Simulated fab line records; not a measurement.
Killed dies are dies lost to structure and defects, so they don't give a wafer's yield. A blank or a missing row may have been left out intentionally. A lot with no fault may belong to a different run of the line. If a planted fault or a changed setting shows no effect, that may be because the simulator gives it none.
Which tool did it? / flow sky130 / 10 lots, 30 wafers sampled, at 5 steps of a route of 708

== WHAT THE GAUGES READ, wafer by wafer ==
SKY_LOCAL_INTERCONNECT_RS_MEAS_01: a four-point-probe measurement.
lot=L131; measured=day 29 04:37; on=film_metro-01; LOCAL_INTERCONNECT_TIN_RS (ohm/sq)=14.12 14.00 14.31
lot=L132; measured=day 30 01:40; on=film_metro-03; LOCAL_INTERCONNECT_TIN_RS (ohm/sq)=14.21 14.10 14.20
lot=L133; measured=day 30 07:55; on=film_metro-03; LOCAL_INTERCONNECT_TIN_RS (ohm/sq)=14.02 14.14 14.24
lot=L136; measured=day 31 04:01; on=film_metro-04; LOCAL_INTERCONNECT_TIN_RS (ohm/sq)=14.39 14.53 14.61
lot=L138; measured=day 32 06:24; on=film_metro-03; LOCAL_INTERCONNECT_TIN_RS (ohm/sq)=14.22 14.11 14.22
lot=L139; measured=day 32 07:42; on=film_metro-01; LOCAL_INTERCONNECT_TIN_RS (ohm/sq)=14.48 14.31 14.48
lot=L148; measured=day 36 04:51; on=film_metro-01; LOCAL_INTERCONNECT_TIN_RS (ohm/sq)=14.04 12.69 13.86
lot=L151; measured=day 36 18:46; on=film_metro-04; LOCAL_INTERCONNECT_TIN_RS (ohm/sq)=14.16 14.20 14.49
lot=L153; measured=day 36 22:34; on=film_metro-03; LOCAL_INTERCONNECT_TIN_RS (ohm/sq)=14.10 14.14 14.07
lot=L154; measured=day 37 05:32; on=film_metro-03; LOCAL_INTERCONNECT_TIN_RS (ohm/sq)=14.29 14.38 14.31

SKY_LOCAL_INTERCONNECT_THK_MEAS_02: measures by xrf.
lot=L131; measured=day 29 04:44; on=film_metro-01; LOCAL_INTERCONNECT_TIN_THK (nm)=100.0 100.3 98.5
lot=L132; measured=day 30 01:47; on=film_metro-03; LOCAL_INTERCONNECT_TIN_THK (nm)=99.2 99.9 99.5
lot=L133; measured=day 30 08:02; on=film_metro-03; LOCAL_INTERCONNECT_TIN_THK (nm)=101.1 99.8 99.6
lot=L136; measured=day 31 04:08; on=film_metro-04; LOCAL_INTERCONNECT_TIN_THK (nm)=97.8 97.9 97.0
lot=L138; measured=day 32 06:30; on=film_metro-03; LOCAL_INTERCONNECT_TIN_THK (nm)=98.5 99.5 99.0
lot=L139; measured=day 32 07:49; on=film_metro-01; LOCAL_INTERCONNECT_TIN_THK (nm)=96.6 97.5 96.4
lot=L148; measured=day 36 04:58; on=film_metro-01; LOCAL_INTERCONNECT_TIN_THK (nm)=100.0 110.2 100.8
lot=L151; measured=day 36 18:52; on=film_metro-04; LOCAL_INTERCONNECT_TIN_THK (nm)=99.4 99.1 96.5
lot=L153; measured=day 36 22:41; on=film_metro-03; LOCAL_INTERCONNECT_TIN_THK (nm)=99.5 99.7 99.9
lot=L154; measured=day 37 05:38; on=film_metro-03; LOCAL_INTERCONNECT_TIN_THK (nm)=98.2 97.4 98.4

== EACH LOT AND THE TOOL THAT RAN IT (in order: tool; ch and the chambers of the sampled wafers; start) ==
lot=L131; SKY_LDD_LDN_STRIP_12=plasma_asher-04 ch 0,1, day 22 17:05; SKY_LI_CONTACT_ETCH_14=rie_diel-04 ch 1,2,3, day 29 03:11; SKY_LOCAL_INTERCONNECT_SPUTTER_00=pvd_sputter-04, day 29 04:34
lot=L132; SKY_LDD_LDN_STRIP_12=plasma_asher-01 ch 0,1, day 23 15:17; SKY_LI_CONTACT_ETCH_14=rie_diel-01 ch 0,2, day 30 00:22; SKY_LOCAL_INTERCONNECT_SPUTTER_00=pvd_sputter-02, day 30 01:36
lot=L133; SKY_LDD_LDN_STRIP_12=plasma_asher-04 ch 0,1, day 23 23:46; SKY_LI_CONTACT_ETCH_14=rie_diel-01 ch 0,2, day 30 06:37; SKY_LOCAL_INTERCONNECT_SPUTTER_00=pvd_sputter-02, day 30 07:51
lot=L136; SKY_LDD_LDN_STRIP_12=plasma_asher-01 ch 0,1, day 24 18:49; SKY_LI_CONTACT_ETCH_14=rie_diel-04 ch 0,1,2, day 31 02:47; SKY_LOCAL_INTERCONNECT_SPUTTER_00=pvd_sputter-04, day 31 03:56
lot=L138; SKY_LDD_LDN_STRIP_12=plasma_asher-04 ch 0,1, day 26 02:01; SKY_LI_CONTACT_ETCH_14=rie_diel-04 ch 0,3, day 32 05:08; SKY_LOCAL_INTERCONNECT_SPUTTER_00=pvd_sputter-04, day 32 06:17
lot=L139; SKY_LDD_LDN_STRIP_12=plasma_asher-02 ch 0,1, day 26 03:17; SKY_LI_CONTACT_ETCH_14=rie_diel-01 ch 0,2,3, day 32 06:17; SKY_LOCAL_INTERCONNECT_SPUTTER_00=pvd_sputter-04, day 32 07:37
lot=L148; SKY_LDD_LDN_STRIP_12=plasma_asher-02 ch 1, day 30 09:20; SKY_LI_CONTACT_ETCH_14=rie_diel-04 ch 0,3, day 36 03:29; SKY_LOCAL_INTERCONNECT_SPUTTER_00=pvd_sputter-02, day 36 04:47
lot=L151; SKY_LDD_LDN_STRIP_12=plasma_asher-02 ch 0,1, day 30 21:28; SKY_LI_CONTACT_ETCH_14=rie_diel-01 ch 1,2, day 36 17:31; SKY_LOCAL_INTERCONNECT_SPUTTER_00=pvd_sputter-04, day 36 18:40
lot=L153; SKY_LDD_LDN_STRIP_12=plasma_asher-01 ch 0,1, day 31 03:43; SKY_LI_CONTACT_ETCH_14=rie_diel-04 ch 0,2, day 36 21:20; SKY_LOCAL_INTERCONNECT_SPUTTER_00=pvd_sputter-04, day 36 22:30
lot=L154; SKY_LDD_LDN_STRIP_12=plasma_asher-01 ch 0,1, day 31 11:19; SKY_LI_CONTACT_ETCH_14=rie_diel-01 ch 0,1,2, day 37 04:17; SKY_LOCAL_INTERCONNECT_SPUTTER_00=pvd_sputter-04, day 37 05:26
- SKY_LDD_LDN_STRIP_12: strips in O2/N2.
- SKY_LI_CONTACT_ETCH_14: etches BARC in N2/H2, stops on SiO2, time 45.9 s, target depth 60 nm.
- SKY_LOCAL_INTERCONNECT_SPUTTER_00: material TiN, target thk 100 nm, time 83.3 s.

== AS READ BY THE TOOLS THEMSELVES (means over the sampled wafers that have a number; for cases with no such wafer, the mark the record gives instead) ==
SKY_LDD_LDN_STRIP_12.
lot=L131; tool=plasma_asher-04; drypump_motor_current_A (A)=5.1; o2_flow_sccm (sccm)=2997; oes_product_au (a.u.)=0.721; strip_time_to_endpoint_s (s)=14.22
lot=L132; tool=plasma_asher-01; drypump_motor_current_A (A)=5.1; o2_flow_sccm (sccm)=2999; oes_product_au (a.u.)=0.712; strip_time_to_endpoint_s (s)=14.15
lot=L133; tool=plasma_asher-04; drypump_motor_current_A (A)=5.0; o2_flow_sccm (sccm)=3003; oes_product_au (a.u.)=0.713; strip_time_to_endpoint_s (s)=14.15
lot=L136; tool=plasma_asher-01; drypump_motor_current_A (A)=5.4; o2_flow_sccm (sccm)=3010; oes_product_au (a.u.)=0.714; strip_time_to_endpoint_s (s)=14.19
lot=L138; tool=plasma_asher-04; drypump_motor_current_A (A)=5.0; o2_flow_sccm (sccm)=2998; oes_product_au (a.u.)=0.715; strip_time_to_endpoint_s (s)=14.15
lot=L139; tool=plasma_asher-02; drypump_motor_current_A (A)=5.3; o2_flow_sccm (sccm)=3003; oes_product_au (a.u.)=0.716; strip_time_to_endpoint_s (s)=14.16
lot=L148; tool=plasma_asher-02; drypump_motor_current_A (A)=5.6; o2_flow_sccm (sccm)=2990; oes_product_au (a.u.)=0.716; strip_time_to_endpoint_s (s)=14.19
lot=L151; tool=plasma_asher-02; drypump_motor_current_A (A)=5.3; o2_flow_sccm (sccm)=3009; oes_product_au (a.u.)=0.712; strip_time_to_endpoint_s (s)=14.27
lot=L153; tool=plasma_asher-01; drypump_motor_current_A (A)=5.4; o2_flow_sccm (sccm)=2998; oes_product_au (a.u.)=0.716; strip_time_to_endpoint_s (s)=14.22
lot=L154; tool=plasma_asher-01; drypump_motor_current_A (A)=5.1; o2_flow_sccm (sccm)=3004; oes_product_au (a.u.)=0.715; strip_time_to_endpoint_s (s)=14.11

SKY_LI_CONTACT_ETCH_14.
lot=L131; tool=rie_diel-04; drypump_motor_current_A (A)=5.8; oes_product_au (a.u.)=0.855; throttle_valve_pct (%)=13.226
lot=L132; tool=rie_diel-01; drypump_motor_current_A (A)=5.9; oes_product_au (a.u.)=0.852; throttle_valve_pct (%)=13.224
lot=L133; tool=rie_diel-01; drypump_motor_current_A (A)=5.7; oes_product_au (a.u.)=0.850; throttle_valve_pct (%)=13.220
lot=L136; tool=rie_diel-04; drypump_motor_current_A (A)=5.4; oes_product_au (a.u.)=0.859; throttle_valve_pct (%)=13.221
lot=L138; tool=rie_diel-04; drypump_motor_current_A (A)=5.7; oes_product_au (a.u.)=0.851; throttle_valve_pct (%)=13.221
lot=L139; tool=rie_diel-01; drypump_motor_current_A (A)=5.6; oes_product_au (a.u.)=0.855; throttle_valve_pct (%)=13.214
lot=L148; tool=rie_diel-04; drypump_motor_current_A (A)=6.2; oes_product_au (a.u.)=0.850; throttle_valve_pct (%)=13.228
lot=L151; tool=rie_diel-01; drypump_motor_current_A (A)=5.7; oes_product_au (a.u.)=0.854; throttle_valve_pct (%)=13.227
lot=L153; tool=rie_diel-04; drypump_motor_current_A (A)=5.4; oes_product_au (a.u.)=0.856; throttle_valve_pct (%)=13.230
lot=L154; tool=rie_diel-01; drypump_motor_current_A (A)=5.5; oes_product_au (a.u.)=0.849; throttle_valve_pct (%)=13.232

SKY_LOCAL_INTERCONNECT_SPUTTER_00.
lot=L131; tool=pvd_sputter-04; throttle_valve_pct (%)=30.5
lot=L132; tool=pvd_sputter-02; throttle_valve_pct (%)=29.6
lot=L133; tool=pvd_sputter-02; throttle_valve_pct (%)=30.2
lot=L136; tool=pvd_sputter-04; throttle_valve_pct (%)=30.4
lot=L138; tool=pvd_sputter-04; throttle_valve_pct (%)=30.2
lot=L139; tool=pvd_sputter-04; throttle_valve_pct (%)=30.5
lot=L148; tool=pvd_sputter-02; throttle_valve_pct (%)=30.3
lot=L151; tool=pvd_sputter-04; throttle_valve_pct (%)=29.9
lot=L153; tool=pvd_sputter-04; throttle_valve_pct (%)=30.8
lot=L154; tool=pvd_sputter-04; throttle_valve_pct (%)=30.4

== THE ANSWER, worked out from the rows above alone ==
Rule: the lots themselves supply what counts as usual. Put in order of their means at a reading, lots are off if they are a third of the lots or fewer, leave a main group of 4 or more, and stand apart from it by a gap of 3 or more times the standard deviation of the main group's means; of several such gaps the widest counts. Not used: any main group whose means are identical at the precision the tables above print for the reading. A lot without any number at a reading at which 4 lots or more have one is off too. The other lots that the step has rows for count as sound. After the gauges, taken in route order, come the tools' own readings; for these a lot's mean is taken, as printed above. The first step at which some lot is off is used, and at that step the reading that is off furthest; a lot without a number counts as furthest.
Off: L148, at SKY_LOCAL_INTERCONNECT_RS_MEAS_01 (LOCAL_INTERCONNECT_TIN_RS). The main group: mean 14.25 ohm/sq, standard deviation 0.13.
If a tool, at a process step before that reading, ran all the lots that are off and no sound lot after the first of them, it fits. The gauges at SKY_LOCAL_INTERCONNECT_RS_MEAS_01 are tried like those tools. This does not decide it: 2 tools fit, namely pvd_sputter-02 at SKY_LOCAL_INTERCONNECT_SPUTTER_00 and film_metro-01 at SKY_LOCAL_INTERCONNECT_RS_MEAS_01.

== WHAT THE SIMULATOR HAD PUT IN ==
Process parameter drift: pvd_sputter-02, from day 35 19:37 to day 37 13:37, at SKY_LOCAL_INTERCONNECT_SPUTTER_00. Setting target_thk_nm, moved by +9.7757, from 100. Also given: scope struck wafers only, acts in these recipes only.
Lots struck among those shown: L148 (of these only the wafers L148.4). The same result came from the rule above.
